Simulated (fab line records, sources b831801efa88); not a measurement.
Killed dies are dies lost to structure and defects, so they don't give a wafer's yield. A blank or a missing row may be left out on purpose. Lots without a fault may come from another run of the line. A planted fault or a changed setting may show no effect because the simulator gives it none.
Chamber matching | flow sfq_line | SFQ_TRILAYER_I0_CMP_CMP_028 on cmp-02: 4 sister chambers
The step polishes SiO2. 8 wafers are shown with their chamber, then 8 later ones without.

WAFERS WITH THEIR CHAMBER
wafer  | chamber | motor_current_A (A) | time_to_endpoint_s (s)
L270.6 | 3       | 8.0                 | 226
L273.5 | 0       | 10.9                | 212
L273.6 | 3       | 7.7                 | 219
L274.1 | 1       | 11.4                | 214
L274.2 | 0       | 11.1                | 210
L274.5 | 2       | 10.1                | 227
L279.2 | 2       | 10.0                | 228
L279.4 | 1       | 10.8                | 223

WAFERS WITHOUT THEIR CHAMBER
wafer  | motor_current_A (A) | time_to_endpoint_s (s)
L279.1 | 11.2                | 208
L282.1 | 7.8                 | 220
L282.4 | 10.9                | 235
L282.6 | 7.9                 | 229
L285.1 | 10.1                | 212
L285.5 | 9.8                 | 215
L286.1 | 9.9                 | 213
L286.4 | 11.0                | 209

WHICH CHAMBER EACH WENT THROUGH
wafer  | from the rows above          | in truth
L279.1 | can't be placed: 0 or 1      | 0
L282.1 | 3                            | 3
L282.4 | can't be placed: 2 or 1 or 0 | 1
L282.6 | 3                            | 3
L285.1 | can't be placed: 0 or 2 or 1 | 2
L285.5 | can't be placed: 2 or 0      | 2
L286.1 | can't be placed: 2 or 0 or 1 | 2
L286.4 | can't be placed: 0 or 1      | 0
Placed correctly: 2 of 8. Can't be placed from these rows: 6 (the true chamber is among the candidates in 6). Placed wrongly: 0.
How it was worked out, from the rows above alone: a wafer's distance from a chamber is the root of the sum, over the readings, of the square of ((its reading less the chamber's mean) divided by the reading's scatter). The wafer belongs to the nearest chamber; if the next one is less than 2 further off, it can't be placed. A chamber's mean is the mean of its shown wafers. The scatter: the root of (the sum of the squares of (reading less its chamber's mean) over the shown wafers, divided by (wafers less chambers)).
